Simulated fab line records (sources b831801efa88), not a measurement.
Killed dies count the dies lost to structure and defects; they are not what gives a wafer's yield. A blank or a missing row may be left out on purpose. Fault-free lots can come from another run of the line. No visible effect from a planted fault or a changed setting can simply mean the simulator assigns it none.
Problem report, 8D (eight disciplines) form, completed by code	flow gf180mcu	the parts of the form that need people (team, actions taken, sign-off) are left out

== 1. WHAT IS WRONG ==
Wafers free of any fault read 302 nm (standard deviation 3.2) for CONTACT_CVD_00_THK at GF_CONTACT_THK_MEAS_01, against a mean of 258 nm on 6 wafers of 2 lots. That is -14 standard deviations from the usual mean.
First observed at day 20 02:28: wafer L680.1, on film metro-01. Wafers with a number at this step in the record: 36, from 12 lots. The rule behind "out" and "out of limits": a value lying over 4 standard deviations away from the usual mean. Any other wafer with a number is counted as sound.

== 2. WHAT IT IS, AND WHAT IT ISN'T ==
question	is	is not
which readings at this step	CONTACT_CVD_00_THK	-
which lots	L680, L681	L668, L669, L670, L672, L684, L685, L686, L688, L689, L690
which wafers of those lots	all that have a number	-
read on which gauges	film metro-01, film metro-04	film metro-03
when	from day 20 02:28	up to then (12 sound wafers); but 18 sound wafers of L684, L685, L686, L688, L689, L690 came after

== 3. SUSPECTS, AND WHAT RULES EACH OUT ==
Counting: a tool at a process step up to the reading stays a suspect if it ran every lot that is out and no sound lot after the first of them.
- the gauge at GF_CONTACT_THK_MEAS_01: ruled out. 2 gauges (film metro-01, film metro-04) read the wafers that are out.
- hdpcvd-01 at GF_CONTACT_CVD_00 (deposits SiO2, target thk 300 nm, time 50 s): kept. It ran every lot that is out, first L680 (day 20 02:25), and no sound lot after that; its last sound lot up to then is L672 (day 17 09:39). On those wafers its own readings are out: sih4 flow sccm.
After counting, what remains is hdpcvd-01 at GF_CONTACT_CVD_00.

== 4. THE CAUSE (what the simulator had put in) ==
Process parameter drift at GF_CONTACT_CVD_00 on hdpcvd-01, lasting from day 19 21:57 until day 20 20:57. A move of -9 in setting sih4 flow sccm, from 60. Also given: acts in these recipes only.
This tool alone remained once counting was done.

== 5. THE EFFECT CHAIN, in route order ==
One row per reading whose mean, taken over the struck wafers that have a number, lies over 3 standard deviations from the usual. Only readings whose record carries a usual standard deviation are examined. hours: median over the lots of the time between each lot's start at the first step of this table that gives one and its start at this step. sigmas: the change, counted in usual standard deviations.
hours	step	reading	usual	on struck wafers	change	sigmas
0	GF_CONTACT_CVD_00	sih4 flow sccm	60.01 sccm	50.95	-9.06	-50
0	GF_CONTACT_THK_MEAS_01	CONTACT_CVD_00_THK	302 nm	258	-44	-14
-	GF_CONTACT_ETCH_17	oes product au	0.816 a.u.	0.795	-0.021	-4.4
Process steps it contains:
- GF_CONTACT_CVD_00: deposits SiO2, target thk 300 nm, time 50 s.
- GF_CONTACT_ETCH_17: etches SiO2 in C4F8/O2/Ar, stops on CoSi2, target depth 860 nm.

== 6. WHAT WOULD HAVE CAUGHT IT SOONER ==
The first out-of-limits reading at a measuring or inspecting step in this record came at day 20 02:28, 5 hours after the fault's start at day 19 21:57.
The tool's own readings at GF_CONTACT_CVD_00 were out on every struck wafer that the step has a row for (sih4 flow sccm): an alarm limit on them would have fired on the first of those.
Of the lots that are out (2), L681 began GF_CONTACT_CVD_00 on hdpcvd-01 after day 20 02:28. A tool hold placed at that time would have kept it from harm.
